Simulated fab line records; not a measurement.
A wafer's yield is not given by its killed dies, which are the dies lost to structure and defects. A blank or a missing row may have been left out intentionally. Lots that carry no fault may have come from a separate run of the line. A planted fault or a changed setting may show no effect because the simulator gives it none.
Which tool was responsible?    flow sky130    Sampling: 12 lots, 36 wafers, 2 of 708 route steps

== WHAT THE GAUGES READ, wafer by wafer ==
SKY_SONOS_ONO_THK_MEAS_05. Usual: SONOS_ONO_CVD_04_THK typically reads 5.64 nm, with standard deviation 0.1.
lot   measured      on            SONOS_ONO_CVD_04_THK (nm)  flag
L375  day 12 17:10  filmMetro-01  5.55 5.63 5.62             
L378  day 13 12:53  filmMetro-02  5.71 5.60 5.75             
L379  day 14 00:46  filmMetro-01  5.72 5.66 5.69             
L380  day 14 08:03  filmMetro-02  5.50 5.39 5.45             
L383  day 15 01:42  filmMetro-04  5.62 5.73 5.58             
L384  day 15 10:55  filmMetro-02  5.69 5.63 5.64             
L385  day 16 03:31  filmMetro-04  5.51 5.42 5.53             
L386  day 16 11:00  filmMetro-04  5.65 5.63 5.63             
L388  day 17 04:46  filmMetro-04  5.51 5.51 5.59             
L389  day 17 04:46  filmMetro-01  5.72 5.71 5.70             
L390  day 17 13:05  filmMetro-01  5.62 5.51 5.57             
L395  day 19 12:46  filmMetro-04  5.62 5.66 5.56             

SKY_SONOS_ONO_OVL_MEAS_14. Usual: SONOS_ONO_OVL typically reads 0.7 nm, with standard deviation 1.3.
lot   measured      on          SONOS_ONO_OVL (nm)  flag
L375  day 13 18:29  overlay-02  1.7 1.5 0.6         
L378  day 14 14:59  overlay-02  -0.4 0.1 -0.2       
L379  day 15 02:44  overlay-02  1.0 1.5 0.9         
L380  day 15 10:14  overlay-02  -0.7 0.0 1.4        
L383  day 16 05:59  overlay-01  -0.5 -1.1 0.9       
L384  day 16 14:44  overlay-02  0.7 1.9 1.7         
L385  day 17 08:35  overlay-01  1.1 1.2 2.2         
L386  day 17 14:56  overlay-01  1.0 -2.6 -1.2       
L388  day 18 10:33  overlay-01  -0.1 0.0 0.2        
L389  day 18 10:41  overlay-02  1.9 1.0 0.3         
L390  day 18 20:05  overlay-01  -0.5 -1.1 -1.4      
L395  day 20 19:32  overlay-02  1.2 1.2 1.6         

== WHAT TOOL EACH LOT RAN ON (gives the tool, then ch and the chambers of the sampled wafers, and finally the start) ==
There is no process step in the record ahead of these readings.

== AS READ BY THE TOOLS THEMSELVES (means over the sampled wafers that have a number; for cases with no such wafer, the mark the record gives instead) ==
The record holds no such reading with a usual standard deviation.

== THE ANSWER, worked out from the rows above alone ==
Rule: a lot counts as off when the mean over its wafers that have a number is more than 3 standard deviations away from the usual mean. Also off: a lot with no number at a reading for which 4 or more lots have one. The other lots that the step has rows for count as sound. The gauges are gone through in route order, then the tools' own readings, and for those a lot's mean is taken as printed above. The first step at which some lot is off is used, and at that step the reading that is off furthest; a lot without a number counts as furthest.
None of the lots is off at any reading shown; this tells nothing.

== WHAT WAS PUT IN BY THE SIMULATOR ==
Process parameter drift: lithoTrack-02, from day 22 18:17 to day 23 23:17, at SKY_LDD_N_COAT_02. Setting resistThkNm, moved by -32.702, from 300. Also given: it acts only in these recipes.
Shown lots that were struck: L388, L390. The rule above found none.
